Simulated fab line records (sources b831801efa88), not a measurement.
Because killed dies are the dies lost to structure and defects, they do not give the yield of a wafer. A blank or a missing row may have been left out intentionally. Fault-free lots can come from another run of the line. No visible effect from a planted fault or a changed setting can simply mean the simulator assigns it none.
Struck lot and sound lot, side by side :: flow gf180mcu :: 19 out of 602 route steps
Sound: wafers L397.1, L397.4, L397.5. Struck: wafer L408.5. (L408.2, L408.3 of the same lot were not struck and are left out.) The cause comes at the end.
Per side, at each step with rows, come the tool, then ch with its chambers, and then its first start. Under that, the readings that differ: sound wafers :: struck wafers :: difference of the means :: sigmas: that difference in standard deviations of wafers without a fault.
alike: a reading whose means differ by less than 2 such deviations, as well as words and numbers matching on both sides. not compared: withheld readings; readings where some wafer has no value; bounds like >300 that might hide an equal value; numbers whose values overlap and for which the record gives no deviation.
The two part at a step that has a row with sigmas, a row that says differs or no value, or rows on one side only. Non-overlapping numbers with no deviation appear without sigmas and do not part them. A reading missing from all wafers of one side parts the sides only when that side holds two or more wafers.

GF_SALICIDE_RTA_06: time 30 s.
  sound on rtp anneal-01 ch 0, day 16 01:25; struck on rtp anneal-01 ch 0, day 20 11:50
  alike: lamp power pct, wafer_temp_C_max
then, 1 step without rows for these wafers: GF_SALICIDE_WET_ETCH_07 (etches the open film in SPM, target depth 120 nm).
GF_SALICIDE_RTA_08: time 30 s.
  sound on rtp anneal-02 ch 0, day 16 01:37; struck on rtp anneal-02 ch 0, day 20 12:01
reading: wafer_temp_C_max
sound: 803.3 804.1 803.9
struck: 806.1
difference: +2.3
sigmas: +3
  alike: lamp power pct
then, 1 step without rows for these wafers: GF_CONTACT_CVD_00 (deposits SiO2, target thk 300 nm, time 50 s).
GF_CONTACT_THK_MEAS_01:
  sound on film metro-01, day 16 01:46; struck on film metro-02, day 20 12:10
  alike: CONTACT_CVD_00_THK
GF_CONTACT_CVD_02: deposits SiO2 from TEOS, target thk 860 nm, time 95.992 s.
  sound on pecvd-03 ch 0,2, day 16 01:49; struck on pecvd-02 ch 2, day 20 12:13
  alike: heater power outer w, heater power w, susceptor temp C
GF_CONTACT_THK_MEAS_03:
  sound on film metro-04, day 16 01:53; struck on film metro-04, day 20 12:17
reading: CONTACT_CVD_02_THK (nm)
sound: 843 856 865
struck: 879
difference: +24
sigmas: +2
GF_CONTACT_CMP_04: polishes SiO2.
  sound on cmp-02 ch 1,2,3, day 16 02:03; struck on cmp-01 ch 3, day 20 12:26
  alike: head pressure psi, motor current A, time to endpoint s
GF_CONTACT_BOW_MEAS_05:
  sound on film metro-02, day 16 02:15; struck on film metro-01, day 20 12:40
reading: CONTACT_BOW (um)
sound: 57 57 57
struck: 74
difference: +17
sigmas: +2
then, 3 steps without rows for these wafers: GF_CONTACT_DEHYDRATE_06 (time 60 s); GF_CONTACT_HMDS_07 (prime time 60 s); GF_CONTACT_COAT_08.
GF_CONTACT_COAT_09: resist thk 1000 nm.
  sound on litho track-04 ch 0, day 16 13:00; struck on litho track-03 ch 0, day 21 00:00
reading: model.KrF_of_CONTACT_COAT_09.thk nm (nm)
sound: 1003 1002 1003
struck: 979.2
difference: -23.5
sigmas: 
  alike: dispense pressure kPa, exhaust pa
then, 3 steps without rows for these wafers: GF_CONTACT_SOFTBAKE_10 (time 60 s); GF_CONTACT_EXPOSE_11 (exposes mask Contact, target cd 220 nm); GF_CONTACT_PEB_12 (peb time 90 s).
GF_CONTACT_DEVELOP_13: develop time 60 s.
  sound on litho track-04 ch 0, day 16 23:55; struck on litho track-03 ch 0, day 21 13:03
reading: model.KrF_of_CONTACT_COAT_09.thk nm (nm)
sound: 988.4 987.3 988.3
struck: 964.2
difference: -23.8
sigmas: 
  alike: exhaust pa
GF_CONTACT_CD_MEAS_14: the cd target is 220 nm.
  sound on cd sem-01, day 17 00:04; struck on cd sem-02, day 21 13:11
  alike: cd nm
GF_PASSIVATION_PROBE_99:
  the record holds rows for the sound wafers here (prober-02, day 29 18:09) but none for the struck ones

## WHERE THEY PART
Last at GF_PASSIVATION_PROBE_99 as far as this record goes, first at GF_SALICIDE_RTA_08.

WHY: what the simulator had put in
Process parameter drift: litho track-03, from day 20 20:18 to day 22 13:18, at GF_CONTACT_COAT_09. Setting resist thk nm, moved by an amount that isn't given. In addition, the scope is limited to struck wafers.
